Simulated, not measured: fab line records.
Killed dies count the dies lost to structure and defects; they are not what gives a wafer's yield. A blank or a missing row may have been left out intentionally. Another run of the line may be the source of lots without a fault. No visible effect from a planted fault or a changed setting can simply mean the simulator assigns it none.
Lot-split experiment ; flow gf180mcu ; route with 602 steps; 5 lots, 23 wafers read

SPLIT DETAILS
At GF_V3_CVD_02 (deposits SiO2 from TEOS, target thk 850 nm, time 94.851 s), the setting time_s was moved away from the recipe's 94.851 s on 7 of the 23 wafers read, by -11.3% to +7.4%. For the rest of the wafers, this setting stayed at what the recipe calls for.

Split to reading: the file shows no intervening step.

THE READING
Values of V3_CVD_02_THK in nm from GF_V3_THK_MEAS_03. Typical for fault-free wafers on this fab line: 846 nm, with standard deviation 11 nm.

wafer;tool, chamber at the split;time_s as run, s;against the recipe;V3_CVD_02_THK, nm;against lot-mates on the recipe
L074.1;pecvd-04, 2;101.9;+7.4%;905;+59
L074.2;pecvd-04, 0;94.851;recipe;835;-
L074.3;pecvd-04, 1;101.9;+7.4%;902;+56
L074.4;pecvd-04, 2;94.851;recipe;854;-
L074.5;pecvd-04, 0;94.851;recipe;850;-
L076.1;pecvd-03, 0;94.851;recipe;852;-
L076.3;pecvd-03, 1;94.851;recipe;845;-
L076.4;pecvd-03, 2;84.71;-10.7%;775;-76
L076.5;pecvd-03, 1;94.851;recipe;857;-
L076.6;pecvd-03, 0;84.71;-10.7%;768;-83
L079.1;pecvd-01, 1;94.851;recipe;851;-
L079.4;pecvd-01, 0;94.851;recipe;856;-
L079.5;pecvd-01, 1;94.851;recipe;870;-
L080.1;pecvd-04, 0;94.851;recipe;839;-
L080.2;pecvd-04, 1;94.851;recipe;832;-
L080.3;pecvd-04, 2;94.851;recipe;839;-
L080.5;pecvd-04, 1;94.851;recipe;852;-
L080.6;pecvd-04, 0;94.851;recipe;850;-
L083.2;pecvd-04, 0;94.851;recipe;826;-
L083.3;pecvd-04, 1;84.17;-11.3%;744;-87
L083.4;pecvd-04, 1;84.17;-11.3%;747;-84
L083.5;pecvd-04, 0;84.17;-11.3%;746;-85
L083.6;pecvd-04, 2;94.851;recipe;836;-

FIT RESULTS
A straight line over all 23 wafers: V3_CVD_02_THK changes by +8.11 nm for each +1% of time_s; r = +0.97; the points scatter about the line by 11 nm.
The same after taking each lot's own level away (the mean of its wafers on the recipe; 23 wafers): +7.57 nm for each +1%; r = +0.99; scatter 6.3 nm.
According to that fit, moving time_s by its largest amount changes the reading by 85 nm.
The span of the lots' own levels, 831.0 to 859.0 nm, comes to 2.5 times the standard deviation stated above.
So the lot-to-lot level changes the slope little: the two slopes agree.
Check: -84.6 nm against its lot-mates is what the line predicts for one of the wafers moved furthest among these (-11.3%) when that wafer is left out of the fit. It came out at -87 nm against them.

ADDITIONAL SPLITS CARRIED BY THESE WAFERS
Note: prior to the reading, these wafers also went through further splits. Each is held against what the fit with the lots' levels taken away leaves over:
other split on the same wafers;wafers away from the commonest value;r with V3_CVD_02_THK (lot level and that fit taken away)
GF_M1_STRIP_17 o2_flow_sccm;8;+0.13
GF_M2_SPUTTER_01 time_s;8;+0.09
GF_M2_EXPOSE_11 dose_mj;5;-0.08
GF_M2_DEVELOP_13 develop_time_s;10;-0.03
GF_V2_COAT_09 resist_thk_nm;5;+0.39
GF_V2_SPUTTER_22 chamber_pressure_pa;15;-0.02
GF_M3_SPUTTER_01 power_w;5;+0.07
GF_V3_CVD_00 sih4_flow_sccm;7;-0.35

THE WHOLE CHAIN: every reading that the file lists as answering this split, in the file's order
step;what it does;reading;change (the file's fit);r (the file's)
GF_V3_CVD_02;deposits SiO2 from TEOS, target thk 850 nm, time 94.851 s;SiO2_of_V3_CVD_02.thk_nm (the simulator's own value, which no gauge read);+7.55 nm for each +1% of the setting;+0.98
GF_V3_THK_MEAS_03;;V3_CVD_02_THK;+7.54 for each +1% of the setting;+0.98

FILE'S OWN FIT
V3_CVD_02_THK changes by +7.54 nm for each +1% of time_s, r = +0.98.
